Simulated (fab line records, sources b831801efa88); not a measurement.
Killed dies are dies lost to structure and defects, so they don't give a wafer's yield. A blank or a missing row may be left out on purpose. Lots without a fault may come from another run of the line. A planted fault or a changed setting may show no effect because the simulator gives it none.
Tool commonality check | flow sky130 | 8 lots, 24 wafers sampled

WHY IT WAS OPENED
At SKY_SPACER_THK_MEAS_01 the reading SPACER_CVD_00_THK is flagged on 2 of 8 lots. Wafers without a fault read 43.1 nm, standard deviation 0.41.
Rule: a lot is flagged when every wafer of it that has a number lies more than 4 standard deviations from that mean, or none has a number. The other lots count as sound.

lot  | measured     | on            | SPACER_CVD_00_THK (nm), wafer by wafer | flag
L210 | day 23 02:38 | film_metro-02 | 43.2 42.5 43.0                         |
L213 | day 23 15:43 | film_metro-01 | 43.1 43.3 42.7                         |
L211 | day 23 16:56 | film_metro-01 | 42.8 42.7 42.6                         |
L212 | day 23 19:30 | film_metro-01 | 42.7 42.8 42.8                         |
L214 | day 24 05:39 | film_metro-01 | 43.8 43.6 43.8                         |
L220 | day 26 19:22 | film_metro-01 | 64.5 64.0 64.3                         | FLAGGED
L221 | day 27 14:47 | film_metro-03 | 63.9 64.3 64.4                         | FLAGGED
L233 | day 31 01:46 | film_metro-03 | 42.7 42.8 43.0                         |
The numbers of the flagged lots are 64.2 nm on average: +21.1 nm against the usual, or +52 standard deviations.

WHICH TOOL RAN EACH LOT
The record holds 1 process step before the reading, out of a route of 708 steps. In each cell: the tool, then ch and the chambers that the sampled wafers went through, then the start.
lot  | flag    | SKY_SPACER_CVD_00
L210 |         | lpcvd-02 ch 0, day 23 00:49
L213 |         | lpcvd-02 ch 0, day 23 14:31
L211 |         | lpcvd-02 ch 0, day 23 15:43
L212 |         | lpcvd-02 ch 0, day 23 18:17
L214 |         | lpcvd-02 ch 0, day 24 04:26
L220 | FLAGGED | lpcvd-02 ch 1, day 26 18:10
L221 | FLAGGED | lpcvd-02 ch 0, day 27 12:58
L233 |         | lpcvd-02 ch 1, day 31 00:33
What these steps do:
- SKY_SPACER_CVD_00: deposits Si3N4 from DCS/NH3, target thk 43.1 nm, time 740 s.
- SKY_SPACER_THK_MEAS_01

FLAGGED OVER TOTAL, TOOL BY TOOL (the gauges that took the reading come last)
step                   | tool          | lots run | flagged | share of the flagged lots | sound lots run after its first flagged lot
SKY_SPACER_CVD_00      | lpcvd-02      | 8        | 2       | all                       | 1 (L233)
SKY_SPACER_THK_MEAS_01 | film_metro-01 | 5        | 1       | some                      | 0
SKY_SPACER_THK_MEAS_01 | film_metro-02 | 1        | 0       | none                      | -
SKY_SPACER_THK_MEAS_01 | film_metro-03 | 2        | 1       | some                      | 1 (L233)

WHAT THE TABLE ALLOWS
1 row of the table ran every flagged lot: lpcvd-02 at SKY_SPACER_CVD_00.
- lpcvd-02 at SKY_SPACER_CVD_00: 2 of its 8 lots flagged. Sound lots ran on it after the first flagged one (L233), which a lasting fault on the whole tool wouldn't allow.
No row of the table ran every flagged lot and no sound lot after the first.

WHAT THE SIMULATOR HAD PUT IN
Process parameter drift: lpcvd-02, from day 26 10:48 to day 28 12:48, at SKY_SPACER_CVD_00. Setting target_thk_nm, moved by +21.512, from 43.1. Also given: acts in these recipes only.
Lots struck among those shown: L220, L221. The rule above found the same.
